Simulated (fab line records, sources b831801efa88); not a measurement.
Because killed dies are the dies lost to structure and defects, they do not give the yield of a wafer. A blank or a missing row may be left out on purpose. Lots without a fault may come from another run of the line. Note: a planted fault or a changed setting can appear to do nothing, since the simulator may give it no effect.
fab line records	flow sky130
record lots=7	wafers=21	last_day=50
route steps=708 shown VT_ADJUST_LVTN@116 VT_ADJUST_NCORE@119 VT_ADJUST_HVTR@131 PAD_OPEN@708
lots that met no fault: from a run of the same line without faults
start_h: start of the lot's first displayed wafer, in hours after the record's first day	wait_h: hours elapsed since this lot's preceding step	" same as the row above	L1.1+2: one row covering several wafers at once	- no value, or no start was given	* or withheld: withheld	< > ~ a bound
route shown NAME@n: a module of which the file shows steps, and the number in the route of the first	usual: mean/standard deviation taken from wafers without a fault	same: alike in all rows	chamber/n: place in a boat	sites: readings site by site	_std_site: standard deviation across them	_edge_site: the outer-site mean with the inner-site mean subtracted	radius_mm: for every site, how far away it sits from the centre of the wafer	mask NAME#n: copy n	behind: the last tool/chamber to shape the wafer	hold: reason for holding the lot/hours on hold/outcome of the hold	device: the transistor (n, p or np) that didn't switch	end of line: the route-end tests of the same wafers	where a step has no rows: the recipe by itself	killed: count of dies lost to structure and defects at first sort (not the wafer's yield)	map: dies across one wafer; x = killed, . = not, _ = none there
set.NAME: the setting the step ran with; set.NAME@STEP: the setting that earlier step ran with	model.NAME: the simulator's own value behind a step, which no gauge read
a table for each step, a row for each wafer; lots at some steps of the route
services: from which hour (start_h, from the record's first day; less than 0 if before it) a tool's chamber was out of use, for how many hours, and why
## steps
# step SKY_VT_ADJUST_LVTN_IMPLANT_19
# recipe species=B	energy_kev=30	dose_cm2=6.5e+11	tilt_deg=withheld
# step SKY_VT_ADJUST_LVTN_STRIP_20
# recipe chemistry=O2/N2	power_w=1400	pressure_mtorr=1500	platen_temp_c=withheld	o2_flow_sccm=3000	n2_flow_sccm=300	overash_fraction=0.5
# usual drypump_motor_current_A=5.73/0.15	oes_product_au=0.715/0.0047	strip_time_to_endpoint_s=14.19/0.045
lot.wafer	tool	chamber	start_h	wait_h	drypump_motor_current_A	oes_product_au	rf_hours_counter_h	strip_time_to_endpoint_s
L564.3	plasma_asher-01	0	183.98	0.1	5.48	0.708	-	14.18
L564.5	"	0	"	"	5.47	0.713	-	14.24
L564.6	"	1	"	"	5.44	0.718	-	14.19
L574.1	plasma_asher-02	1	247.62	0.1	5.86	0.713	57	14.13
L574.3	"	1	"	"	5.86	0.716	-	14.16
L574.4	"	0	"	"	5.83	0.714	-	14.15
L580.1	plasma_asher-02	0	280.33	0.1	5.82	0.722	60	14.06
L580.2	"	1	"	"	5.83	0.717	60	14.11
L580.4	"	1	"	"	5.83	0.718	-	14.14
L581.1	plasma_asher-03	1	291.77	0.1	5.80	0.716	17	14.27
L581.2	"	0	"	"	5.75	0.713	17	14.28
L581.3	"	1	"	"	5.83	0.713	-	14.29
L582.1	plasma_asher-03	0	299.12	0.1	5.71	0.718	17	14.22
L582.2	"	1	"	"	5.89	0.718	17	14.20
L582.5	"	0	"	"	5.69	0.717	-	14.20
L583.1	plasma_asher-03	0	304.15	0.1	5.74	0.717	18	14.16
L583.3	"	1	"	"	5.83	0.719	-	14.18
L583.5	"	0	"	"	5.69	0.730	-	14.17
L584.3	plasma_asher-01	0	308.17	0.1	5.49	0.708	-	14.20
L584.5	"	1	"	"	5.43	0.716	-	14.16
L584.6	"	0	"	"	5.48	0.712	-	14.11
# step SKY_VT_ADJUST_LVTN_TW_MEAS_21
# usual VT_ADJUST_LVTN_2_TW=187.9/1.8
lot.wafer	tool	chamber	start_h	wait_h	VT_ADJUST_LVTN_2_TW
L564.3	film_metro-01	-	184.07	0.1	190.0
L564.5	"	-	"	"	189.8
L564.6	"	-	"	"	190.4
L574.1	film_metro-01	-	247.72	0.1	188.7
L574.3	"	-	"	"	188.4
L574.4	"	-	"	"	188.5
L580.1	film_metro-03	-	280.43	0.1	185.8
L580.2	"	-	"	"	184.8
L580.4	"	-	"	"	184.4
L581.1	film_metro-03	-	291.87	0.1	185.5
L581.2	"	-	"	"	184.6
L581.3	"	-	"	"	185.8
L582.1	film_metro-04	-	299.22	0.1	189.6
L582.2	"	-	"	"	188.2
L582.5	"	-	"	"	190.1
L583.1	film_metro-03	-	304.25	0.1	184.5
L583.3	"	-	"	"	185.2
L583.5	"	-	"	"	186.0
L584.3	film_metro-04	-	308.25	0.1	189.1
L584.5	"	-	"	"	187.4
L584.6	"	-	"	"	188.7
# step SKY_VT_ADJUST_NCORE_DEHYDRATE_00
# recipe temp_c=200	time_s=60
# step SKY_VT_ADJUST_NCORE_HMDS_01
# recipe prime_time_s=60	prime_temp_c=120
# step SKY_VT_ADJUST_NCORE_COAT_02
# recipe resist=NOVOLAK	spin_rpm=3000	resist_thk_nm=1140
# step SKY_VT_ADJUST_NCORE_SOFTBAKE_03
# recipe temp_c=90	time_s=60	resist=NOVOLAK
# step SKY_VT_ADJUST_NCORE_EXPOSE_04
# recipe mask_id=LVTN_COMPLEMENT_THIN	na=0.6	source_shape=conventional	sigma_outer=0.6	polarization=unpolarized	target_cd_nm=380	dose_mj=139
# step SKY_VT_ADJUST_NCORE_PEB_05
# recipe temp_c=withheld	time_s=*	resist=NOVOLAK
# step SKY_VT_ADJUST_NCORE_DEVELOP_06
# recipe resist=NOVOLAK	developer=TMAH	develop_time_s=60	dev_temp_c=23
# step SKY_VT_ADJUST_NCORE_CD_MEAS_07
# recipe target_cd_nm=380
# usual cd_nm=379.4/2.9
lot.wafer	tool	chamber	start_h	wait_h	cd_nm
L564.3	cd_sem-02	-	204.17	0.1	383.4
L564.5	"	-	"	"	380.3
L564.6	"	-	"	"	380.3
L574.1	cd_sem-02	-	271.13	0.1	380.1
L574.3	"	-	"	"	382.6
L574.4	"	-	"	"	381.4
L580.1	cd_sem-01	-	305.28	0.1	379.9
L580.2	"	-	"	"	382.2
L580.4	"	-	"	"	381.5
L581.1	cd_sem-01	-	317.28	0.1	381.3
L581.2	"	-	"	"	384.0
L581.3	"	-	"	"	380.9
L582.1	cd_sem-02	-	323.93	0.1	376.2
L582.2	"	-	"	"	377.7
L582.5	"	-	"	"	377.2
L583.1	cd_sem-01	-	329.78	0.1	378.8
L583.3	"	-	"	"	378.3
L583.5	"	-	"	"	377.1
L584.3	cd_sem-01	-	333.30	0.1	377.1
L584.5	"	-	"	"	375.2
L584.6	"	-	"	"	378.7
# step SKY_VT_ADJUST_NCORE_OVL_MEAS_08
# usual VT_ADJUST_NCORE_OVL=-0.8/1.1
lot.wafer	tool	chamber	start_h	wait_h	VT_ADJUST_NCORE_OVL[nm]
L564.3	overlay-01	-	204.26	0.1	0.9
L564.5	"	-	"	"	0.6
L564.6	"	-	"	"	-0.5
L574.1	overlay-01	-	271.25	0.1	-1.1
L574.3	"	-	"	"	-0.3
L574.4	"	-	"	"	-2.8
L580.1	overlay-02	-	305.40	0.1	0.3
L580.2	"	-	"	"	-0.8
L580.4	"	-	"	"	-0.3
L581.1	overlay-02	-	317.40	0.1	0.3
L581.2	"	-	"	"	-0.2
L581.3	"	-	"	"	-2.4
L582.1	overlay-02	-	324.05	0.1	-2.7
L582.2	"	-	"	"	-0.1
L582.5	"	-	"	"	-2.1
L583.1	overlay-02	-	329.90	0.1	1.4
L583.3	"	-	"	"	0.4
L583.5	"	-	"	"	0.4
L584.3	overlay-02	-	333.39	0.1	-1.2
L584.5	"	-	"	"	-1.6
L584.6	"	-	"	"	-1.5
# step SKY_VT_ADJUST_NCORE_IMPLANT_09
# recipe species=B	energy_kev=10	dose_cm2=2.4e+12	tilt_deg=withheld
# usual beam_on_s=10.02/0.21	end_station_pressure_torr=5.03e-06/2.7e-07	faraday_current_uA=13.52/0.28
lot.wafer	tool	chamber	start_h	wait_h	beam_on_s	end_station_pressure_torr	faraday_current_uA
L564.3	implanter-03	0	204.34	0.1	10.17	5.05e-06	13.29
L564.5	"	0	"	"	10.13	4.9e-06	13.33
L564.6	"	0	"	"	9.88	5.03e-06	13.74
L574.1	implanter-04	0	271.29	0.0	10.27	4.47e-06	13.17
L574.3	"	0	"	"	9.94	5.29e-06	13.67
L574.4	"	0	"	"	10.61	5.27e-06	12.72
L580.1	implanter-03	0	305.44	0.0	12.63	0.00010844	10.80
L580.2	"	0	"	"	12.71	0.00011553	10.77
L580.4	"	0	"	"	12.27	0.0001117	11.12
L581.1	implanter-03	0	317.44	0.0	12.01	0.00011856	11.40
L581.2	"	0	"	"	12.45	0.00010958	10.97
L581.3	"	0	"	"	12.27	9.474e-05	11.12
L582.1	implanter-03	0	324.09	0.0	12.34	0.00011195	11.07
L582.2	"	0	"	"	12.44	0.00010785	10.97
L582.5	"	0	"	"	12.64	0.00010948	10.86
L583.1	implanter-01	0	329.94	0.0	10.42	5.1e-06	12.97
L583.3	"	0	"	"	10.24	4.77e-06	13.26
L583.5	"	0	"	"	9.93	4.62e-06	13.64
L584.3	implanter-01	0	333.47	0.1	9.99	4.69e-06	13.58
L584.5	"	0	"	"	9.86	5.08e-06	13.76
L584.6	"	0	"	"	9.74	5.12e-06	13.91
# step SKY_VT_ADJUST_NCORE_STRIP_10
# recipe chemistry=O2/N2	power_w=1400	pressure_mtorr=1500	platen_temp_c=withheld	o2_flow_sccm=3000	n2_flow_sccm=300	overash_fraction=0.5
# usual drypump_motor_current_A=5.90/0.22	oes_product_au=0.715/0.0051	strip_time_to_endpoint_s=14.20/0.04
lot.wafer	tool	chamber	start_h	wait_h	drypump_motor_current_A	oes_product_au	rf_hours_counter_h	strip_time_to_endpoint_s
L564.3	plasma_asher-02	1	204.47	0.1	5.88	0.721	-	14.15
L564.5	"	1	"	"	5.86	0.715	-	14.16
L564.6	"	0	"	"	5.80	0.716	-	14.14
L574.1	plasma_asher-02	0	271.44	0.1	5.79	0.712	59	14.23
L574.3	"	1	"	"	5.87	0.720	-	14.20
L574.4	"	0	"	"	5.81	0.726	-	14.19
L580.1	plasma_asher-03	1	305.59	0.1	5.84	0.722	18	14.19
L580.2	"	0	"	"	5.68	0.718	18	14.24
L580.4	"	1	"	"	5.84	0.719	-	14.23
L581.1	plasma_asher-04	1	317.59	0.1	6.36	0.714	48	14.11
L581.2	"	0	"	"	5.85	0.726	48	14.15
L581.3	"	1	"	"	6.33	0.725	-	14.15
L582.1	plasma_asher-04	1	324.24	0.1	6.34	0.717	49	14.19
L582.2	"	0	"	"	5.75	0.710	49	14.17
L582.5	"	1	"	"	6.35	0.706	-	14.14
L583.1	plasma_asher-03	0	330.09	0.1	5.77	0.705	20	14.22
L583.3	"	0	"	"	5.76	0.716	-	14.22
L583.5	"	1	"	"	5.84	0.713	-	14.24
L584.3	plasma_asher-02	1	333.60	0.1	5.87	0.723	-	14.26
L584.5	"	0	"	"	5.82	0.701	-	14.25
L584.6	"	1	"	"	5.87	0.720	-	14.20
# step SKY_VT_ADJUST_NCORE_TW_MEAS_11
# usual VT_ADJUST_NCORE_TW=219.6/1.3
lot.wafer	tool	chamber	start_h	wait_h	VT_ADJUST_NCORE_TW
L564.3	film_metro-01	-	204.56	0.1	220.7
L564.5	"	-	"	"	220.9
L564.6	"	-	"	"	220.3
L574.1	film_metro-04	-	271.54	0.1	221.4
L574.3	"	-	"	"	220.3
L574.4	"	-	"	"	220.3
L580.1	film_metro-04	-	305.69	0.1	233.8
L580.2	"	-	"	"	233.6
L580.4	"	-	"	"	234.0
L581.1	film_metro-02	-	317.69	0.1	232.6
L581.2	"	-	"	"	233.3
L581.3	"	-	"	"	233.0
L582.1	film_metro-02	-	324.34	0.1	232.8
L582.2	"	-	"	"	233.1
L582.5	"	-	"	"	233.1
L583.1	film_metro-02	-	330.19	0.1	219.6
L583.3	"	-	"	"	220.4
L583.5	"	-	"	"	219.4
L584.3	film_metro-04	-	333.69	0.1	219.6
L584.5	"	-	"	"	220.2
L584.6	"	-	"	"	221.2
# step SKY_VT_ADJUST_HVTR_DEHYDRATE_00
# recipe temp_c=200	time_s=60
# step SKY_PAD_OPEN_PROBE_99
# usual killed_at_M0_to_M3=43/6.8	killed_at_M4_up=3.0/1.6	killed_at_contacts=25/6	killed_at_front_end=15/4.4	killed_at_other=0.3/0.52	killed_dies=86/9.6	killed_open=47/6.7	killed_short=39/6.8
# same gross_dies=492	killed_at_back_side=0
lot.wafer	tool	chamber	start_h	wait_h	killed_at_M0_to_M3	killed_at_M4_up	killed_at_contacts	killed_at_front_end	killed_at_other	killed_dies	killed_open	killed_short	model.etest.nfet_16v.r_on_ohm_um	model.etest.pfet_16v.r_on_ohm_um	model.etest.pfet_g5v0d10v5.r_on_ohm_um	model.etest.tip_p.rs_ohm_sq	model.etest.pfet_01v8.r_on_ohm_um	model.etest.res_pwell_under_gate.rs_ohm_sq	model.etest.nfet_g5v0d10v5.r_on_ohm_um	model.etest.tip_p_5v.rs_ohm_sq
L564.3	prober-02	-	1098.01	0.2	34	4	21	13	0	72	47	25	1.407e+04	1.548e+04	4796	6867	2927	2276	1860	2918
L564.5	prober-02	-	1098.11	0.2	35	3	26	12	0	76	42	34	1.415e+04	1.528e+04	4767	6829	2876	2287	1842	2904
L564.6	prober-02	-	1098.16	0.2	43	1	25	11	0	80	53	27	1.426e+04	1.515e+04	4843	6815	2974	2279	1894	2924
L574.1	prober-01	-	1154.73	0.1	57	4	20	18	0	99	56	43	1.396e+04	1.522e+04	4775	6900	2993	2297	1882	2866
L574.3	prober-01	-	1154.83	0.2	49	1	30	11	1	92	45	47	1.392e+04	1.542e+04	4792	6826	2958	2260	1868	2862
L574.4	prober-01	-	1154.88	0.2	53	2	15	14	1	85	50	35	1.387e+04	1.518e+04	4781	6874	2941	2270	1884	2863
L580.1	prober-02	-	1176.82	0.1	49	4	21	9	0	83	42	41	1.507e+04	1.468e+04	4500	6793	2876	2204	1953	2829
L580.2	prober-02	-	1176.87	0.1	38	2	29	16	1	86	45	40	1.519e+04	1.481e+04	4601	6750	2870	2215	1956	2818
L580.4	prober-02	-	1176.97	0.2	44	6	30	20	1	101	63	38	1.505e+04	1.484e+04	4532	6814	2900	2222	1939	2841
L581.1	prober-01	-	1185.13	0.1	41	2	22	22	0	87	43	44	1.515e+04	1.475e+04	4488	6686	2738	2264	1955	2806
L581.2	prober-01	-	1185.18	0.1	36	2	25	15	0	78	36	42	1.507e+04	1.456e+04	4422	6629	2698	2241	1927	2818
L581.3	prober-01	-	1185.23	0.2	40	1	25	13	0	79	44	35	1.519e+04	1.509e+04	4498	6594	2769	2252	1942	2799
L582.1	prober-02	-	1186.38	0.1	53	4	25	15	0	97	52	45	1.504e+04	1.473e+04	4485	6653	2811	2235	1943	2821
L582.2	prober-02	-	1186.43	0.1	43	2	24	19	0	88	45	43	1.502e+04	1.455e+04	4452	6654	2776	2221	1939	2834
L582.5	prober-02	-	1186.58	0.2	46	2	28	13	0	89	55	34	1.51e+04	1.438e+04	4475	6653	2761	2229	1946	2818
L583.1	prober-01	-	1190.38	0.1	40	1	23	14	0	78	39	38	1.418e+04	1.489e+04	4835	6845	2960	2282	1896	2866
L583.3	prober-01	-	1190.48	0.2	45	4	27	26	0	102	54	47	1.405e+04	1.504e+04	4723	6856	2894	2282	1882	2862
L583.5	prober-01	-	1190.58	0.2	37	3	29	13	1	83	47	35	1.399e+04	1.472e+04	4634	6884	2883	2278	1870	2839
L584.3	prober-02	-	1192.68	0.2	40	5	30	18	0	93	59	33	1.412e+04	1.541e+04	4707	6791	2856	2279	1856	2867
L584.5	prober-02	-	1192.78	0.2	46	2	30	18	0	96	54	41	1.423e+04	1.544e+04	4765	6850	2863	2249	1876	2866
L584.6	prober-02	-	1192.83	0.2	43	4	22	15	0	84	41	42	1.416e+04	1.514e+04	4683	6799	2845	2262	1858	2854
# killed by level:class
L564.3 CONTACT:geometric_particle:open=11 VIA2:geometric_particle:open=10 VIA1:geometric_particle:open=9 LI_CONTACT:geometric_particle:open=6 FIELD_ISO:geometric_particle:short=5 METAL4:geometric_particle:short=4 METAL1:geometric_particle:short=4 VIA3:geometric_particle:open=4
L564.5 CONTACT:geometric_particle:open=10 LI_CONTACT:geometric_particle:open=8 VIA2:geometric_particle:open=5 POLY_GATE:geometric_particle:open=5 VIA1:geometric_particle:short=5 METAL3:geometric_particle:short=5 VIA3:geometric_particle:open=5 LOCAL_INTERCONNECT:geometric_particle:short=4
L564.6 VIA1:geometric_particle:open=15 CONTACT:geometric_particle:open=11 VIA2:geometric_particle:open=8 VIA3:geometric_particle:open=6 METAL2:geometric_particle:short=6 FIELD_ISO:geometric_particle:open=5 LI_CONTACT:geometric_particle:open=5 LOCAL_INTERCONNECT:geometric_particle:short=5
L574.1 VIA1:geometric_particle:open=12 VIA2:geometric_particle:open=11 VIA1:geometric_particle:short=8 CONTACT:geometric_particle:open=7 VIA3:geometric_particle:open=7 SPACER:geometric_particle:open=5 METAL2:geometric_particle:short=5 VIA3:geometric_particle:short=5
L574.3 VIA1:geometric_particle:open=11 LI_CONTACT:geometric_particle:open=8 LOCAL_INTERCONNECT:geometric_particle:short=8 CONTACT:geometric_particle:open=8 VIA2:geometric_particle:open=6 CONTACT:geometric_particle:short=6 METAL1:geometric_particle:short=6 VIA3:geometric_particle:open=5
L574.4 VIA1:geometric_particle:open=13 VIA3:geometric_particle:open=8 FIELD_ISO:geometric_particle:open=7 VIA2:geometric_particle:open=7 CONTACT:geometric_particle:open=7 METAL1:geometric_particle:short=7 FIELD_ISO:geometric_particle:short=5 CONTACT:geometric_particle:short=4
L580.1 VIA1:geometric_particle:open=10 CONTACT:geometric_particle:open=6 VIA2:geometric_particle:open=6 METAL1:geometric_particle:short=5 METAL2:geometric_particle:short=5 VIA3:geometric_particle:open=5 VIA2:geometric_particle:short=4 CONTACT:geometric_particle:short=4
L580.2 VIA1:geometric_particle:open=10 LI_CONTACT:geometric_particle:open=9 CONTACT:geometric_particle:open=8 FIELD_ISO:geometric_particle:short=7 METAL2:geometric_particle:short=6 VIA3:geometric_particle:open=6 METAL1:geometric_particle:short=5 LOCAL_INTERCONNECT:geometric_particle:short=4
L580.4 CONTACT:geometric_particle:open=12 VIA1:geometric_particle:open=10 VIA2:geometric_particle:open=9 LI_CONTACT:geometric_particle:open=8 POLY_GATE:geometric_particle:open=6 VIA3:geometric_particle:open=6 LOCAL_INTERCONNECT:geometric_particle:short=5 METAL1:geometric_particle:short=5
L581.1 VIA1:geometric_particle:open=7 LOCAL_INTERCONNECT:geometric_particle:short=6 VIA2:geometric_particle:open=6 FIELD_ISO:geometric_particle:open=5 POLY_GATE:geometric_particle:short=5 SPACER:geometric_particle:short=5 CONTACT:geometric_particle:open=5 METAL1:geometric_particle:open=5
L581.2 LI_CONTACT:geometric_particle:open=10 VIA2:geometric_particle:open=7 CONTACT:geometric_particle:short=5 CONTACT:geometric_particle:open=5 VIA1:geometric_particle:open=5 FIELD_ISO:geometric_particle:short=4 POLY_GATE:geometric_particle:open=4 VIA3:geometric_particle:open=4
L581.3 CONTACT:geometric_particle:open=11 VIA1:geometric_particle:open=9 METAL2:geometric_particle:short=7 POLY_GATE:geometric_particle:open=6 VIA1:geometric_particle:short=6 VIA2:geometric_particle:open=6 CONTACT:geometric_particle:short=4 POLY_GATE:geometric_particle:short=4
L582.1 VIA1:geometric_particle:open=14 CONTACT:geometric_particle:open=13 METAL2:geometric_particle:short=11 VIA3:geometric_particle:open=9 FIELD_ISO:geometric_particle:open=6 LOCAL_INTERCONNECT:geometric_particle:short=6 VIA2:geometric_particle:short=6 CONTACT:geometric_particle:short=5
L582.2 VIA1:geometric_particle:open=8 VIA3:geometric_particle:open=8 CONTACT:geometric_particle:open=7 METAL2:geometric_particle:short=7 LI_CONTACT:geometric_particle:open=6 CONTACT:geometric_particle:short=6 VIA1:geometric_particle:short=5 VIA2:geometric_particle:short=5
L582.5 LI_CONTACT:geometric_particle:open=9 CONTACT:geometric_particle:short=9 VIA2:geometric_particle:open=9 VIA1:geometric_particle:open=9 CONTACT:geometric_particle:open=8 VIA3:geometric_particle:open=6 FIELD_ISO:geometric_particle:open=5 VIA1:geometric_particle:short=5
L583.1 CONTACT:geometric_particle:open=10 VIA2:geometric_particle:open=9 LI_CONTACT:geometric_particle:short=6 VIA1:geometric_particle:short=6 METAL2:geometric_particle:short=5 VIA3:geometric_particle:open=5 POLY_GATE:geometric_particle:short=4 VIA1:geometric_particle:open=4
L583.3 LI_CONTACT:geometric_particle:open=11 VIA1:geometric_particle:open=8 CONTACT:geometric_particle:open=7 VIA3:geometric_particle:open=7 VIA2:geometric_particle:open=7 FIELD_ISO:geometric_particle:short=6 FIELD_ISO:geometric_particle:open=5 METAL1:geometric_particle:short=5
L583.5 CONTACT:geometric_particle:open=12 VIA2:geometric_particle:open=9 VIA1:geometric_particle:open=9 LI_CONTACT:geometric_particle:open=6 LI_CONTACT:geometric_particle:short=5 LOCAL_INTERCONNECT:geometric_particle:short=5 FIELD_ISO:geometric_particle:open=4 METAL1:geometric_particle:short=4
L584.3 VIA1:geometric_particle:open=15 CONTACT:geometric_particle:open=10 LI_CONTACT:geometric_particle:open=9 VIA2:geometric_particle:open=8 FIELD_ISO:geometric_particle:open=5 METAL1:geometric_particle:short=4 METAL2:geometric_particle:short=4 FIELD_ISO:geometric_particle:short=3
L584.5 VIA1:geometric_particle:open=10 LI_CONTACT:geometric_particle:open=9 VIA3:geometric_particle:open=9 CONTACT:geometric_particle:open=7 LOCAL_INTERCONNECT:geometric_particle:short=7 VIA2:geometric_particle:open=5 CONTACT:geometric_particle:short=4 VIA1:geometric_particle:short=4
L584.6 VIA1:geometric_particle:open=12 CONTACT:geometric_particle:open=8 FIELD_ISO:geometric_particle:short=7 VIA3:geometric_particle:open=7 VIA3:geometric_particle:short=6 VIA1:geometric_particle:short=5 LI_CONTACT:geometric_particle:open=4 LOCAL_INTERCONNECT:geometric_particle:short=4
## services
tool	chamber	start_h	hours	kind
plasma_asher-04	-	199.23	2.8	pm
implanter-01	-	203.65	2.6	pm
implanter-01	-	216.85	3.8	repair
plasma_asher-04	-	222.98	4.3	repair
plasma_asher-02	-	256.64	1.3	repair
plasma_asher-01	-	262.83	2.8	pm
implanter-01	-	272.43	4.9	pm
plasma_asher-03	-	274.08	5.1	repair
plasma_asher-03	-	276.39	3.1	repair
implanter-03	-	285.46	0.6	repair
implanter-04	-	330.70	7.3	repair
## key
first_sign step=SKY_VT_ADJUST_NCORE_IMPLANT_09	reading=end_station_pressure_torr	direction=up	sigmas=99+	usual=5.03e-06	struck=0.00010976
effect step=SKY_VT_ADJUST_NCORE_IMPLANT_09	reading=beam_on_s	direction=up	sigmas=12	usual=10.02	struck=12.42
effect step=SKY_VT_ADJUST_NCORE_TW_MEAS_11	reading=VT_ADJUST_NCORE_TW	direction=up	sigmas=11	usual=219.6	struck=233.3	through=control_loop
model_effect step=SKY_PAD_OPEN_PROBE_99	value=etest.nfet_16v.r_on_ohm_um	without=1.401e+04	struck=1.51e+04
met_at SKY_VT_ADJUST_NCORE_IMPLANT_09
struck_wafers L580.1,L580.2,L580.4,L581.1,L581.2,L581.3,L582.1,L582.2,L582.5
tester_left_out L580,L581,L582
loop_trim step=SKY_VT_ADJUST_NCORE_EXPOSE_04	setting=dose	lots=L580,L581,L582
onset_between 204.34 305.44
fault kind=process_parameter_drift	tool=implanter-03	chamber=-	onset_h=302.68	steps=SKY_VT_ADJUST_NCORE_IMPLANT_09	channel=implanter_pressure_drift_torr	offset=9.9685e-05	shape=step	end_h=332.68
fault kind=process_parameter_drift	tool=implanter-03	chamber=-	onset_h=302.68	steps=SKY_VT_ADJUST_NCORE_IMPLANT_09	channel=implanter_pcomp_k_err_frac	offset=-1	shape=step	end_h=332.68
# tester_left_out: of these lots the tester's yield and bins aren't shown, on N5 and GAA mostly nor the transistor test; their killed dies are dies lost to structure and defects alone, not to doping, threshold or leakage, so they don't give the yield
# loop_trim: a control loop set the setting to another value than it would have without faults
